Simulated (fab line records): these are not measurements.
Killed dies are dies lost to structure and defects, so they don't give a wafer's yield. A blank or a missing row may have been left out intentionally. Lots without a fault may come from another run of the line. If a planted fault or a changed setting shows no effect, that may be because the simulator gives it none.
Which tool is to blame? -- flow gf180mcu -- Sampling: 24 lots, 72 wafers, 4 of 602 route steps

## WHAT THE GAUGES READ, wafer by wafer
GF_V2_RS_MEAS_24: the measuring method here is four-point-probe. Usual: V2_W_RS gives 0.327 ohm/sq (standard deviation 0.0055).
lot,measured,on,V2_W_RS (ohm/sq),flag
L074,day 20 11:40,film metro-04,0.321 0.326 0.325,
L075,day 20 19:56,film metro-02,0.333 0.336 0.336,
L076,day 21 00:52,film metro-04,0.326 0.321 0.327,
L077,day 21 09:37,film metro-02,0.332 0.327 0.327,
L078,day 21 21:55,film metro-02,0.331 0.333 0.331,
L079,day 22 03:23,film metro-04,0.327 0.325 0.323,
L080,day 22 11:25,film metro-04,0.324 0.321 0.329,
L081,day 23 01:22,film metro-02,0.330 0.327 0.331,
L082,day 23 09:30,film metro-02,0.326 0.329 0.332,
L083,day 23 14:11,film metro-03,0.320 0.321 0.322,
L084,day 24 06:46,film metro-04,0.317 0.315 0.317,
L085,day 24 12:49,film metro-02,0.322 0.326 0.326,
L086,day 24 20:50,film metro-03,0.324 0.323 0.323,
L087,day 25 03:18,film metro-02,0.320 0.318 0.319,
L088,day 25 12:13,film metro-02,0.323 0.326 0.322,
L089,day 25 19:20,film metro-04,0.332 0.335 0.335,
L090,day 25 23:38,film metro-04,0.335 0.328 0.334,
L091,day 26 08:18,film metro-04,0.317 0.319 0.318,
L092,day 26 16:34,film metro-03,0.328 0.330 0.328,
L093,day 26 22:01,film metro-04,0.325 0.324 0.323,
L094,day 27 10:12,film metro-03,0.328 0.321 0.326,
L095,day 27 14:58,film metro-04,0.335 0.333 0.335,
L096,day 28 03:16,film metro-03,0.333 0.329 0.334,
L097,day 28 10:22,film metro-02,0.331 0.331 0.333,

GF_V3_CD_MEAS_14: target cd 260 nm. Usual: cd nm 259.5 nm, standard deviation 1.2.
lot,measured,on,cd nm (nm),flag
L074,day 22 13:56,cd sem-01,258.9 256.8 256.8,
L075,day 22 20:52,cd sem-01,257.8 258.2 258.2,
L076,day 23 02:08,cd sem-02,258.2 260.2 259.2,
L077,day 23 09:50,cd sem-02,259.7 260.6 260.2,
L078,day 23 21:28,cd sem-02,259.9 261.0 259.5,
L079,day 24 03:25,cd sem-02,259.9 257.9 257.8,
L080,day 24 10:35,cd sem-02,259.3 260.0 260.5,
L081,day 25 00:20,cd sem-02,259.4 260.8 260.9,
L082,day 25 06:29,cd sem-02,259.4 258.6 258.3,
L083,day 25 12:50,cd sem-01,259.4 259.6 259.3,
L084,day 26 05:05,cd sem-02,261.2 261.7 261.1,
L085,day 26 10:08,cd sem-01,260.5 260.7 260.4,
L086,day 26 17:31,cd sem-01,260.1 259.8 258.9,
L087,day 26 23:11,cd sem-02,259.2 258.2 258.8,
L088,day 27 07:46,cd sem-02,260.3 260.5 260.6,
L089,day 27 14:24,cd sem-02,259.9 259.3 260.1,
L090,day 27 19:02,cd sem-01,259.1 257.7 257.7,
L091,day 28 03:46,cd sem-02,258.4 258.0 258.3,
L092,day 28 10:04,cd sem-01,260.9 263.1 260.9,
L093,day 28 14:52,cd sem-02,258.1 257.5 258.5,
L094,day 29 03:36,cd sem-02,259.6 260.2 259.7,
L095,day 29 07:53,cd sem-02,260.0 260.4 261.0,
L096,day 29 18:49,cd sem-02,258.1 258.5 258.5,
L097,day 30 01:41,cd sem-02,261.6 259.0 260.7,

## WHICH TOOL RAN EACH LOT (tool, then ch and the chambers of the sampled wafers, then the start)
lot,GF_M2_METAL_ETCH_16,GF_V2_CMP_04
L074,"rie metal-01 ch 1, day 19 09:15","cmp-02 ch 2,3, day 19 10:09"
L075,"rie metal-01 ch 0,1, day 19 17:48","cmp-02 ch 0,1,2, day 19 18:42"
L076,"rie metal-02 ch 0,1, day 19 22:09","cmp-01 ch 0,1,2, day 19 23:09"
L077,"rie metal-02 ch 0,1, day 20 06:43","cmp-02 ch 0,1, day 20 07:39"
L078,"rie metal-04 ch 0,1, day 20 19:54","cmp-02 ch 0,1,3, day 20 20:48"
L079,"rie metal-01 ch 0,1, day 21 00:54","cmp-02 ch 2,3, day 21 01:48"
L080,"rie metal-02 ch 0,1, day 21 09:26","cmp-02 ch 1,3, day 21 10:28"
L081,"rie metal-02 ch 0,1, day 21 23:29","cmp-02 ch 1,2,3, day 22 00:44"
L082,"rie metal-04 ch 0,1, day 22 07:58","cmp-01 ch 0,3, day 22 08:53"
L083,"rie metal-04 ch 0,1, day 22 13:08","cmp-01 ch 0,1,2, day 22 14:08"
L084,"rie metal-01 ch 0,1, day 23 05:28","cmp-02 ch 0,1, day 23 06:20"
L085,"rie metal-04 ch 0,1, day 23 12:21","cmp-01 ch 0,2,3, day 23 13:24"
L086,"rie metal-01 ch 0,1, day 23 19:56","cmp-02 ch 0,1,2, day 23 20:53"
L087,"rie metal-02 ch 0,1, day 24 02:02","cmp-02 ch 1,2, day 24 02:59"
L088,"rie metal-04 ch 0,1, day 24 12:05","cmp-02 ch 1,2, day 24 12:59"
L089,"rie metal-01 ch 0,1, day 24 19:36","cmp-01 ch 0,2,3, day 24 20:33"
L090,"rie metal-01 ch 0,1, day 24 23:44","cmp-01 ch 1,2,3, day 25 00:39"
L091,"rie metal-01 ch 0,1, day 25 08:40","cmp-02 ch 0,1,2, day 25 09:37"
L092,"rie metal-04 ch 0,1, day 25 16:47","cmp-01 ch 0,1,2, day 25 17:44"
L093,"rie metal-01 ch 0,1, day 25 22:32","cmp-01 ch 1,2, day 25 23:28"
L094,"rie metal-02 ch 1, day 26 11:17","cmp-02 ch 0,1,3, day 26 12:18"
L095,"rie metal-01 ch 0,1, day 26 16:56","cmp-02 ch 0,3, day 26 17:48"
L096,"rie metal-02 ch 0, day 27 05:14","cmp-02 ch 1,2, day 27 06:09"
L097,"rie metal-04 ch 0,1, day 27 12:11","cmp-02 ch 0,2,3, day 27 13:07"
- GF_M2_METAL_ETCH_16: etches the open film in Cl2/BCl3, stops on SiO2, target depth 627.5 nm, time 104.6 s.
- GF_V2_CMP_04: polishes SiO2.

## WHAT THE TOOLS THEMSELVES READ (means of the sampled wafers that have a number; where no wafer has one, the mark that the record gives instead)
GF_M2_METAL_ETCH_16. Usual: drypump motor current A 5.9 A, standard deviation 0.35; oes product au 0.973 a.u., standard deviation 0.0066; throttle valve pct 28.250 %, standard deviation 0.011.
lot,tool,drypump motor current A (A),oes product au (a.u.),throttle valve pct (%),flag
L074,rie metal-01,6.2,0.972,28.257,
L075,rie metal-01,6.2,0.967,28.269,
L076,rie metal-02,5.7,0.969,28.255,
L077,rie metal-02,6.0,0.971,28.245,
L078,rie metal-04,5.6,0.964,28.253,
L079,rie metal-01,6.3,0.970,28.252,
L080,rie metal-02,5.7,0.976,28.247,
L081,rie metal-02,5.9,0.978,28.239,
L082,rie metal-04,5.6,0.974,28.250,
L083,rie metal-04,5.6,0.966,28.251,
L084,rie metal-01,6.3,0.970,28.250,
L085,rie metal-04,5.6,0.977,28.237,
L086,rie metal-01,6.3,0.979,28.256,
L087,rie metal-02,5.7,0.969,28.255,
L088,rie metal-04,5.6,0.969,28.254,
L089,rie metal-01,6.3,0.970,28.246,
L090,rie metal-01,6.2,0.980,28.238,
L091,rie metal-01,6.3,0.968,28.257,
L092,rie metal-04,5.6,0.968,28.259,
L093,rie metal-01,6.2,0.977,28.246,
L094,rie metal-02,6.2,0.972,28.251,
L095,rie metal-01,6.3,0.974,28.250,
L096,rie metal-02,5.4,0.975,28.244,
L097,rie metal-04,5.6,0.977,28.247,

GF_V2_CMP_04. Usual: motor current A 13.0 A, standard deviation 1.2; slurry filter dp kPa 13.51 kPa, standard deviation 0.14; time to endpoint s 80 s, standard deviation 6.1.
lot,tool,motor current A (A),slurry filter dp kPa (kPa),time to endpoint s (s),flag
L074,cmp-02,13.5,13.58,85,
L075,cmp-02,13.2,13.42,83,
L076,cmp-01,12.6,13.57,76,
L077,cmp-02,13.0,13.47,76,
L078,cmp-02,13.0,13.54,86,
L079,cmp-02,13.3,13.29,84,
L080,cmp-02,13.1,13.59,83,
L081,cmp-02,13.5,13.57,83,
L082,cmp-01,12.2,13.64,82,
L083,cmp-01,12.1,13.48,82,
L084,cmp-02,12.9,13.63,81,
L085,cmp-01,12.6,13.57,82,
L086,cmp-02,13.4,13.54,78,
L087,cmp-02,14.2,13.61,78,
L088,cmp-02,13.6,13.45,80,
L089,cmp-01,12.1,13.49,79,
L090,cmp-01,13.6,13.49,82,
L091,cmp-02,13.2,13.62,70,
L092,cmp-01,12.3,13.49,82,
L093,cmp-01,13.4,13.52,70,
L094,cmp-02,13.1,13.32,76,
L095,cmp-02,12.0,13.55,84,
L096,cmp-02,13.8,13.32,75,
L097,cmp-02,13.0,13.47,82,

## THE ANSWER, worked out from the rows above alone
Rule: a lot counts as off when the mean over its wafers that have a number is more than 3 standard deviations away from the usual mean. A lot without any number at a reading at which 4 lots or more have one is off too. Any other lot the step has rows for is counted as sound. After the gauges, taken in route order, come the tools' own readings; for these a lot's mean is taken, as printed above. The first step at which some lot is off is used, and at that step the reading that is off furthest; a lot without a number counts as furthest.
Nothing can be told from this: no lot is off at any reading shown.

## WHAT THE SIMULATOR HAD PUT IN
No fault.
